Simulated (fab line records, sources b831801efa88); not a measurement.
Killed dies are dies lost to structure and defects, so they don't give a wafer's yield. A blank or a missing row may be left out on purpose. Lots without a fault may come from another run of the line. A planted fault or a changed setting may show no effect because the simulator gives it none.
Problem report in the 8D (eight disciplines) form, filled by code | flow gf180mcu | the parts of the form that need people (team, actions taken, sign-off) are left out

1. THE PROBLEM
cd_nm at GF_V5_CD_MEAS_14 reads a mean of 282.0 nm on 4 wafers of 2 lots; wafers without a fault read 260.4 nm with a standard deviation of 1.2. That is +18 standard deviations from the usual mean.
The step: target cd 260 nm.
First seen on wafer L573.1, day 32 06:37, on cd_sem-01. The record holds 42 wafers of 14 lots with a number at this step. Rule for "out", or "out of limits": more than 4 standard deviations from the usual mean. The other wafers with a number count as sound.

2. WHAT IT IS AND WHAT IT IS NOT
question                    | is                             | is not
which readings at this step | cd_nm                          | -
which lots                  | L573, L575                     | L558, L561, L562, L563, L564, L565, L566, L567, L568, L572, L578, L579
which wafers of those lots  | L573.1, L573.4, L575.4, L575.6 | L573.2, L575.3
read on which gauges        | cd_sem-01, cd_sem-02           | -
when                        | from day 32 06:37              | up to then (31 sound wafers); but 7 sound wafers of L575, L578, L579 came after

3. SUSPECTS, AND WHAT RULES EACH OUT
Counting: a tool at a process step up to the reading stays a suspect if it ran every lot that is out. Sound lots after the first of them don't rule it out here, since some wafers of a struck lot are sound.
- the gauge at GF_V5_CD_MEAS_14: ruled out. The wafers that are out were read on 2 gauges (cd_sem-01, cd_sem-02).
- krf_scanner-01 at GF_V5_EXPOSE_11 (exposes mask Via5, target cd 260 nm): kept. It ran every lot that is out, first L573 (day 31 22:25); its last sound lot up to then is L568 (day 30 13:27).
Left after counting: krf_scanner-01 at GF_V5_EXPOSE_11.

4. THE CAUSE (what the simulator had put in)
Process parameter drift: krf_scanner-01, from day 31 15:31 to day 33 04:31, at GF_V5_EXPOSE_11. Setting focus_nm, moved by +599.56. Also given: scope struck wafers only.
Counting left only this tool.

5. THE CHAIN OF EFFECTS, in route order
Each row: a reading whose mean over the struck wafers that have a number lies more than 3 standard deviations from the usual. Only readings for which the record gives a usual standard deviation are gone through. hours: the time from each lot's start at the first step in this table that gives one to its start at this step, as a median over the lots. sigmas: the change in usual standard deviations.
hours | step             | reading | usual    | on struck wafers | change | sigmas
0     | GF_V5_CD_MEAS_14 | cd_nm   | 260.4 nm | 282.0            | +21.6  | +18

6. WHAT WOULD HAVE CAUGHT IT SOONER
In this record the first reading out of limits at a measuring or inspecting step was taken at day 32 06:37, 15 hours after the fault began at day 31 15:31.
Of the lots that are out (2), L575 began GF_V5_EXPOSE_11 on krf_scanner-01 after day 32 06:37. A hold on the tool at that time would have spared it.
